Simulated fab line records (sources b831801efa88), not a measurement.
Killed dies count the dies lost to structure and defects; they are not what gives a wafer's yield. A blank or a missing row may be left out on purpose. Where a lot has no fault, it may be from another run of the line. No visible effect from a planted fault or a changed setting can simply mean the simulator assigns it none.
Which tool is to blame? | flow sky130 | route of 708 steps, sampled at 1 step: 12 lots, 36 wafers

## WHAT EACH GAUGE READ, for each wafer
SKY_VIA1_RS_MEAS_22: measures by four-point-probe. Usual: VIA1_W_RS gives 0.426 ohm/sq (standard deviation 0.004).
lot  | measured     | on            | VIA1_W_RS (ohm/sq) | flag
L248 | day 34 05:55 | film metro-01 | 0.431 0.426 0.423  |
L249 | day 34 06:06 | film metro-04 | 0.421 0.424 0.418  |
L250 | day 34 12:56 | film metro-02 | 0.421 0.427 0.429  |
L255 | day 36 11:14 | film metro-04 | 0.429 0.425 0.431  |
L260 | day 38 09:41 | film metro-01 | 0.425 0.425 0.424  |
L259 | day 38 13:20 | film metro-04 | 0.417 0.419 0.421  |
L262 | day 39 06:02 | film metro-04 | 0.424 0.428 0.426  |
L261 | day 39 06:30 | film metro-04 | 0.421 0.424 0.422  |
L264 | day 39 16:35 | film metro-01 | 0.426 0.431 0.430  |
L266 | day 39 22:23 | film metro-01 | 0.431 0.433 0.431  |
L268 | day 40 06:47 | film metro-02 | 0.426 0.425 0.424  |
L271 | day 41 04:57 | film metro-04 | 0.423 0.429 0.424  |

## EACH LOT AND THE TOOL THAT RAN IT (in order: tool; ch and the chambers of the sampled wafers; start)
There is no process step in the record ahead of these readings.

## WHAT THE TOOLS THEMSELVES READ (means of the sampled wafers that have a number; where no wafer has one, the mark that the record gives instead)
The record holds no such reading with a usual standard deviation.

## THE ANSWER, worked out from the rows above alone
Rule: lot off if the mean of its wafers having a number is beyond 3 standard deviations from the usual mean. A lot without any number at a reading at which 4 lots or more have one is off too. The other lots that the step has rows for count as sound. The gauges are gone through in route order, then the tools' own readings, and for those a lot's mean is taken as printed above. At the first step where some lot is off, the reading lying furthest off is the one used; lots without a number count as furthest.
No lot is off at any reading shown: from this, nothing can be told.

## WHAT HAD BEEN PUT IN BY THE SIMULATOR
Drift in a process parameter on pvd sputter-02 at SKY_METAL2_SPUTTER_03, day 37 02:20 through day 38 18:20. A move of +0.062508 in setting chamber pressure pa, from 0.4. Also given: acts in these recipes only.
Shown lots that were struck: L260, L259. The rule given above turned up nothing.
